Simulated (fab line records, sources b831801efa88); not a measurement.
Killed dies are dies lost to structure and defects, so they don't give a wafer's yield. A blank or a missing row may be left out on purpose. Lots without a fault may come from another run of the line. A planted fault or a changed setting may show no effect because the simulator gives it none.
fab line records | flow gf180mcu
record lots=11 wafers=33 last_day=34
route steps=602 shown V1@353 V2@387 M3@412
lots that met no fault: from a run of the same line without faults
start_h: hours from the record's first day to the start of the lot's first wafer shown | wait_h: hours since the lot's step before | " the same as in the row above | L1.1+2: a row that stands for several wafers | - no value, or no start given | * or withheld: withheld | < > ~ a bound
route shown NAME@n: a module of which the file shows steps, and the number in the route of the first | usual: mean/standard deviation of fault-free wafers | same: alike in all rows | chamber/n: place in a boat | sites: the reading at each site | _std_site: their standard deviation | _edge_site: outer sites' mean less inner sites' | radius_mm: how far each site lies from the wafer's centre | mask NAME#n: copy n | behind: the tool/chamber that last shaped the wafer | hold: why the lot was held/for how many hours/how that ended | device: the transistor (n, p or np) that didn't switch | end of line: the same wafers' tests at the end of the route | a step without rows: its recipe alone | killed: dies lost to structure and defects at the first sort, not the wafer's yield | map: a wafer's dies, x killed, . not, _ none there
set.NAME: the setting as run; set.NAME@STEP: as run at that earlier step | model.NAME: the simulator's own value behind a step, which no gauge read
steps of the route over a sample of lots; a table a step, a row a wafer
services: from which hour (start_h, from the record's first day; less than 0 if before it) a tool's chamber was out of use, for how many hours, and why
## steps
# step GF_V1_STRIP_18
# recipe chemistry=O2/N2 power_w=1400 pressure_mtorr=1500 platen_temp_c=250 o2_flow_sccm=3000 n2_flow_sccm=300 overash_fraction=0.5
# usual drypump_motor_current_A=5.6/0.73 heater_power_w=290/22 o2_flow_sccm=3000/8.2 oes_product_au=0.593/0.0048 platen_temp_c=250.01/0.17
# columns lot.wafer tool chamber start_h wait_h drypump_motor_current_A heater_power_w o2_flow_sccm oes_product_au platen_temp_c rf_hours_counter_h
L483.1 plasma_asher-02 0 415.01 - 4.8 307 3013 0.599 249.87 30
L483.4 " 0 " " 4.8 304 3005 0.587 249.98 -
L483.6 " 1 " " 6.6 260 2997 0.607 249.99 -
L484.1 plasma_asher-03 0 425.83 - 6.0 288 3000 0.600 249.98 63
L484.2 " 1 " " 5.8 311 2996 0.593 250.10 63
L484.5 " 0 " " 6.1 284 3004 0.597 249.94 -
L486.1 plasma_asher-04 0 441.86 - 4.7 317 2991 0.597 249.78 80
L486.5 " 0 " " 4.7 313 2999 0.593 249.81 -
L486.6 " 1 " " 5.1 260 2993 0.590 249.93 -
L488.1 plasma_asher-02 0 460.76 - 4.8 305 2990 0.592 250.05 35
L488.4 " 1 " " 6.6 266 3000 0.592 250.08 -
L488.6 " 0 " " 4.8 313 3001 0.598 249.94 -
L489.1 plasma_asher-02 1 468.59 - 6.6 259 2996 0.594 250.07 36
L489.2 " 0 " " 4.8 309 3000 0.596 249.78 36
L489.6 " 0 " " 4.8 313 3003 0.599 250.08 -
L492.2 plasma_asher-03 0 497.29 - 6.1 285 3005 0.585 250.09 70
L492.4 " 0 " " 6.1 287 2999 0.589 250.10 -
L492.5 " 0 " " 6.1 286 2995 0.596 250.09 -
L498.3 plasma_asher-03 1 550.34 - 5.7 311 3016 0.591 250.22 -
L498.4 " 0 " " 6.1 280 3010 0.593 250.12 -
L498.6 " 1 " " 5.7 312 3025 0.593 250.31 -
L500.1 plasma_asher-03 1 566.04 - 5.8 302 2999 0.602 250.15 77
L500.5 " 0 " " 6.1 295 2991 0.594 249.70 -
L500.6 " 1 " " 5.8 304 2985 0.588 249.79 -
L501.1 plasma_asher-03 0 569.66 - 6.1 272 2994 0.596 250.50 78
L501.3 " 1 " " 5.7 318 3004 0.587 249.78 -
L501.5 " 0 " " 6.1 291 2997 0.591 250.37 -
L502.2 plasma_asher-02 0 575.91 - 4.8 306 2995 0.585 250.06 48
L502.5 " 0 " " 4.8 306 2993 0.588 250.10 -
L502.6 " 1 " " 6.6 262 2998 0.587 250.04 -
L506.4 plasma_asher-04 0 605.27 - 4.7 314 2997 0.591 249.64 -
L506.5 " 0 " " 4.7 321 2988 0.597 249.71 -
L506.6 " 1 " " 5.1 253 3006 0.596 250.05 -
# step GF_V2_BOW_MEAS_05
# recipe mode=bow
# usual V2_BOW=98/8.2
# columns lot.wafer tool chamber start_h wait_h V2_BOW[um]
L483.1 film_metro-04 - 441.99 0.2 100
L483.4 " - " " 94
L483.6 " - " " 96
L484.1 film_metro-04 - 454.49 0.1 100
L484.2 " - " " 95
L484.5 " - " " 97
L486.1 film_metro-01 - 468.96 0.2 91
L486.5 " - " " 88
L486.6 " - " " 97
L488.1 film_metro-03 - 487.56 0.1 97
L488.4 " - " " 101
L488.6 " - " " 103
L489.1 film_metro-01 - 495.12 0.2 92
L489.2 " - " " 95
L489.6 " - " " 100
L492.2 film_metro-01 - 523.46 0.1 110
L492.4 " - " " 94
L492.5 " - " " 103
L498.3 film_metro-01 - 575.05 0.1 105
L498.4 " - " " 104
L498.6 " - " " 104
L500.1 film_metro-01 - 590.44 0.1 110
L500.5 " - " " 107
L500.6 " - " " 106
L501.1 film_metro-03 - 593.87 0.2 96
L501.3 " - " " 106
L501.5 " - " " 113
L502.2 film_metro-04 - 599.95 0.3 109
L502.5 " - " " 108
L502.6 " - " " 85
L506.4 film_metro-01 - 628.33 0.2 101
L506.5 " - " " 79
L506.6 " - " " 88
# step GF_V2_COAT_09
# recipe resist=KrF spin_rpm=withheld resist_thk_nm=1000
# columns lot.wafer tool chamber start_h wait_h
L483.1+4+6 litho_track-04 0 453 -
L484.1+2+5 litho_track-01 0 466 -
L486.1+5+6 litho_track-01 0 481 -
L488.1+4+6 litho_track-04 0 499 -
L489.1+2+6 litho_track-04 0 506 -
L492.2+4+5 litho_track-04 0 534 -
L498.3+4+6 litho_track-01 0 586 -
L500.1+5+6 litho_track-03 0 600 -
L501.1+3+5 litho_track-04 0 604 -
L502.2+5+6 litho_track-03 0 610 -
L506.4+5+6 litho_track-01 0 637 -
# step GF_V2_CD_MEAS_14
# recipe target_cd_nm=260
# usual cd_nm=259.7/1.3
# columns lot.wafer tool chamber start_h wait_h cd_nm
L483.1 cd_sem-01 - 466.11 0.1 257.2
L483.4 " - " " 257.0
L483.6 " - " " 256.2
L484.1 cd_sem-02 - 478.18 0.1 259.7
L484.2 " - " " 259.4
L484.5 " - " " 259.6
L486.1 cd_sem-01 - 493.53 0.1 258.8
L486.5 " - " " 258.3
L486.6 " - " " 258.6
L488.1 cd_sem-01 - 511.28 0.1 260.2
L488.4 " - " " 259.5
L488.6 " - " " 259.4
L489.1 cd_sem-02 - 519.03 0.1 269.8
L489.2 " - " " 269.1
L489.6 " - " " 269.1
L492.2 cd_sem-02 - 546.29 0.1 270.2
L492.4 " - " " 269.3
L492.5 " - " " 269.5
L498.3 cd_sem-01 - 596.62 0.1 260.2
L498.4 " - " " 260.3
L498.6 " - " " 259.2
L500.1 cd_sem-01 - 611.77 0.1 258.7
L500.5 " - " " 258.5
L500.6 " - " " 260.1
L501.1 cd_sem-02 - 615.47 0.1 256.9
L501.3 " - " " 259.0
L501.5 " - " " 259.1
L502.2 cd_sem-02 - 620.54 0.1 259.4
L502.5 " - " " 260.0
L502.6 " - " " 259.0
L506.4 cd_sem-01 - 648.23 0.1 262.2
L506.5 " - " " 263.1
L506.6 " - " " 262.8
# step GF_V2_STRIP_18
# recipe chemistry=O2/N2 power_w=1400 pressure_mtorr=1500 platen_temp_c=250 o2_flow_sccm=3000 n2_flow_sccm=300 overash_fraction=0.5
# usual drypump_motor_current_A=5.4/0.76 heater_power_w=291/24 o2_flow_sccm=3001/9.1 oes_product_au=0.591/0.0046 platen_temp_c=250.02/0.19
# columns lot.wafer tool chamber start_h wait_h drypump_motor_current_A heater_power_w o2_flow_sccm oes_product_au platen_temp_c rf_hours_counter_h
L483.1 plasma_asher-02 0 466.39 - 4.8 295 3012 0.598 249.81 36
L483.4 " 0 " " 4.8 308 3001 0.594 250.08 -
L483.6 " 0 " " 4.8 306 3005 0.587 250.05 -
L484.1 plasma_asher-02 1 478.46 - 6.6 264 2977 0.588 250.24 37
L484.2 " 0 " " 4.8 310 3005 0.581 250.17 37
L484.5 " 1 " " 6.6 266 2984 0.585 249.99 -
L486.1 plasma_asher-01 1 493.81 - 4.9 296 3007 0.587 250.13 6
L486.5 " 0 " " 6.4 324 2990 0.593 250.21 -
L486.6 " 1 " " 4.9 298 2996 0.591 249.92 -
L488.1 plasma_asher-01 1 511.56 - 4.9 285 3002 0.595 250.06 8
L488.4 " 1 " " 4.9 295 2994 0.582 249.88 -
L488.6 " 0 " " 6.4 318 3001 0.595 250.06 -
L489.1 plasma_asher-04 1 519.31 - 5.1 256 2988 0.492 249.75 88
L489.2 " 0 " " 4.7 312 3008 0.500 249.96 88
L489.6 " 0 " " 4.7 313 2984 0.495 249.78 -
L492.2 plasma_asher-04 1 546.56 - 5.1 259 3006 0.489 250.30 91
L492.4 " 0 " " 4.7 317 2997 0.492 250.32 -
L492.5 " 1 " " 5.1 262 2996 0.491 249.96 -
L498.3 plasma_asher-04 0 596.89 - 4.7 318 3008 0.591 250.14 -
L498.4 " 1 " " 5.1 251 3010 0.592 250.15 -
L498.6 " 0 " " 4.7 325 3001 0.596 250.06 -
L500.1 plasma_asher-02 0 612.06 - 4.8 305 3007 0.593 249.59 52
L500.5 " 1 " " 6.6 265 3000 0.590 249.68 -
L500.6 " 0 " " 4.8 307 3019 0.590 249.75 -
L501.1 plasma_asher-04 1 615.76 - 5.1 258 3002 0.583 249.92 98
L501.3 " 1 " " 5.1 259 3004 0.600 249.64 -
L501.5 " 0 " " 4.7 314 3003 0.590 250.17 -
L502.2 plasma_asher-02 1 620.81 - 6.6 266 2994 0.586 249.92 53
L502.5 " 0 " " 4.8 307 2993 0.593 250.37 -
L502.6 " 1 " " 6.6 264 3013 0.598 249.70 -
L506.4 plasma_asher-02 1 648.49 - 6.6 268 2997 0.586 249.93 -
L506.5 " 1 " " 6.5 271 3005 0.583 249.92 -
L506.6 " 0 " " 4.8 303 2999 0.597 250.11 -
# step GF_M3_SPUTTER_03
# recipe material=Ti target_thk_nm=10 substrate_temp_c=300 chamber_pressure_pa=0.3 power_w=3000 time_s=6.7
# usual throttle_valve_pct=29.5/1.3
# columns lot.wafer tool chamber start_h wait_h throttle_valve_pct
L483.1 pvd_sputter-03 - 467.87 0.0 31.1
L483.4 " - " " 28.2
L483.6 " - " " 29.6
L484.1 pvd_sputter-02 - 479.88 0.0 30.4
L484.2 " - " " 28.4
L484.5 " - " " 29.8
L486.1 pvd_sputter-01 - 495.21 0.0 29.4
L486.5 " - " " 29.7
L486.6 " - " " 31.0
L488.1 pvd_sputter-01 - 513.06 0.0 29.9
L488.4 " - " " 29.6
L488.6 " - " " 29.7
L489.1 pvd_sputter-01 - 520.84 0.0 29.9
L489.2 " - " " 31.2
L489.6 " - " " 29.8
L492.2 pvd_sputter-01 - 547.94 0.0 29.6
L492.4 " - " " 29.9
L492.5 " - " " 29.5
L498.3 pvd_sputter-01 - 598.26 0.0 31.2
L498.4 " - " " 29.6
L498.6 " - " " 31.4
L500.1 pvd_sputter-02 - 613.47 0.0 26.3
L500.5 " - " " 28.2
L500.6 " - " " 29.8
L501.1 pvd_sputter-02 - 617.25 0.0 29.8
L501.3 " - " " 28.2
L501.5 " - " " 29.7
L502.2 pvd_sputter-02 - 622.45 0.0 29.9
L502.5 " - " " 30.2
L502.6 " - " " 26.4
L506.4 pvd_sputter-03 - 649.93 0.0 31.1
L506.5 " - " " 31.1
L506.6 " - " " 28.7
## services
# columns tool chamber start_h hours kind
pvd_sputter-02 - 402.39 8.4 repair
plasma_asher-01 - 415.35 15.6 pm
pvd_sputter-01 - 421.59 3.7 repair
plasma_asher-01 - 430.95 9.0 pm
plasma_asher-01 0 430.95 9.0 vent_cycle
plasma_asher-01 1 430.95 9.0 vent_cycle
plasma_asher-01 0 439.95 - clean
plasma_asher-01 1 439.95 - clean
pvd_sputter-01 0 461.19 - consumable_replace:kit
pvd_sputter-01 0 461.19 18.0 scheduled_down
pvd_sputter-01 0 461.19 18.0 vent_cycle
pvd_sputter-01 - 470.32 4.6 repair
plasma_asher-04 - 524.46 0.7 repair
pvd_sputter-03 2 551.19 - consumable_replace:kit
pvd_sputter-03 2 551.19 18.0 scheduled_down
pvd_sputter-03 2 551.19 18.0 vent_cycle
pvd_sputter-02 1 561.24 - consumable_replace:kit
pvd_sputter-02 1 561.24 18.0 scheduled_down
pvd_sputter-02 1 561.24 18.0 vent_cycle
plasma_asher-03 - 577.23 17.1 repair
pvd_sputter-03 - 600.52 3.6 repair
plasma_asher-04 - 634.19 2.5 repair
pvd_sputter-03 - 644.63 0.8 repair
## key
first_sign step=GF_V2_CD_MEAS_14 reading=cd_nm direction=up sigmas=7.4 usual=259.7 struck=269.5 through=control_loop
effect step=GF_V2_STRIP_18 reading=oes_product_au direction=down sigmas=21 usual=0.591 struck=0.493 through=control_loop
met_at GF_V2_COAT_09
struck_lots L489,L492
loop_trim step=GF_V2_EXPOSE_11 setting=dose lots=L492
not_acting_at GF_V1_STRIP_18,GF_V2_BOW_MEAS_05,GF_M3_SPUTTER_03
onset_between 499 506
fault kind=process_parameter_drift tool=litho_track-04 chamber=- onset_h=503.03 steps=GF_V2_COAT_09 channel=resist_thk_nm offset=* shape=step end_h=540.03 acts_in=* stated=*
# loop_trim: a control loop set the setting to another value than it would have without faults
